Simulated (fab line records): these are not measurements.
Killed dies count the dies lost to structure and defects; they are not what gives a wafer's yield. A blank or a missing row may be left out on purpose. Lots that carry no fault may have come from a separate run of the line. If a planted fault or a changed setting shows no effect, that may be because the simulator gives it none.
Which of the tools did it? | flow gf180mcu | 13 lots with 39 wafers sampled at 2 steps, on a route of 602 steps

WHAT THE GAUGES READ, wafer by wafer
GF_HV_LDD_OVL_MEAS_08. Usual: HV_LDD_OVL -0.3 nm, standard deviation 1.2.
lot  | measured     | on         | HV_LDD_OVL (nm) | flag
L578 | day 10 10:04 | overlay-02 | -0.2 0.2 1.8    | 
L579 | day 10 20:58 | overlay-01 | -0.4 1.3 2.4    | 
L582 | day 11 18:50 | overlay-02 | 1.4 1.0 1.4     | 
L583 | day 12 00:56 | overlay-01 | 0.8 0.7 -0.5    | 
L584 | day 12 07:04 | overlay-02 | 1.8 -0.7 -0.3   | 
L587 | day 13 03:24 | overlay-01 | -1.1 -1.6 0.1   | 
L589 | day 13 14:04 | overlay-01 | -0.9 0.6 -1.9   | 
L590 | day 13 19:25 | overlay-01 | -0.6 -0.9 -1.3  | 
L591 | day 14 04:05 | overlay-01 | -1.7 -0.7 -2.0  | 
L595 | day 15 15:22 | overlay-01 | 1.5 1.2 -0.3    | 
L596 | day 15 21:30 | overlay-02 | 1.7 0.7 1.6     | 
L597 | day 16 07:16 | overlay-02 | -0.9 -2.2 -2.0  | 
L601 | day 17 12:58 | overlay-01 | -0.2 0.4 -1.8   | 

GF_SAB_THK_MEAS_01. Usual: SAB_CVD_00_THK 50.0 nm, standard deviation 0.72.
lot  | measured     | on           | SAB_CVD_00_THK (nm) | flag
L578 | day 14 20:52 | filmMetro-03 | 50.1 51.8 51.1      | 
L579 | day 15 07:08 | filmMetro-02 | 48.9 49.2 49.8      | 
L582 | day 16 09:26 | filmMetro-02 | 48.7 49.0 49.2      | 
L583 | day 16 17:48 | filmMetro-02 | 48.8 49.1 49.5      | 
L584 | day 16 23:20 | filmMetro-03 | 49.9 49.5 49.9      | 
L587 | day 17 22:12 | filmMetro-02 | 49.8 49.8 49.4      | 
L589 | day 18 11:49 | filmMetro-01 | 51.2 51.0 50.4      | 
L590 | day 18 19:58 | filmMetro-03 | 49.3 50.2 50.1      | 
L591 | day 19 04:41 | filmMetro-01 | 49.4 49.5 50.8      | 
L595 | day 20 21:26 | filmMetro-02 | 50.1 50.3 50.3      | 
L596 | day 21 02:52 | filmMetro-03 | 49.3 50.7 50.3      | 
L597 | day 21 14:04 | filmMetro-03 | 49.6 50.0 50.4      | 
L601 | day 22 21:33 | filmMetro-01 | 50.8 50.6 50.8      | 

WHAT TOOL EACH LOT RAN ON (gives the tool, then ch and the chambers of the sampled wafers, and finally the start)
There is no process step in the record ahead of these readings.

WHAT THE TOOLS THEMSELVES READ (means of the sampled wafers that have a number; where no wafer has one, the mark that the record gives instead)
The record holds no such reading with a usual standard deviation.

THE ANSWER, worked out from the rows above alone
Rule: a lot is off if the mean of its wafers that have a number lies more than 3 standard deviations from the usual mean. A lot without any number at a reading at which 4 lots or more have one is off too. All remaining lots with rows at the step are treated as sound. The gauges are gone through in route order, then the tools' own readings, and for those a lot's mean is taken as printed above. The first step at which some lot is off is used, and at that step the reading that is off furthest; a lot without a number counts as furthest.
No lot is off at any reading shown: from this, nothing can be told.

WHAT THE SIMULATOR HAD PUT IN
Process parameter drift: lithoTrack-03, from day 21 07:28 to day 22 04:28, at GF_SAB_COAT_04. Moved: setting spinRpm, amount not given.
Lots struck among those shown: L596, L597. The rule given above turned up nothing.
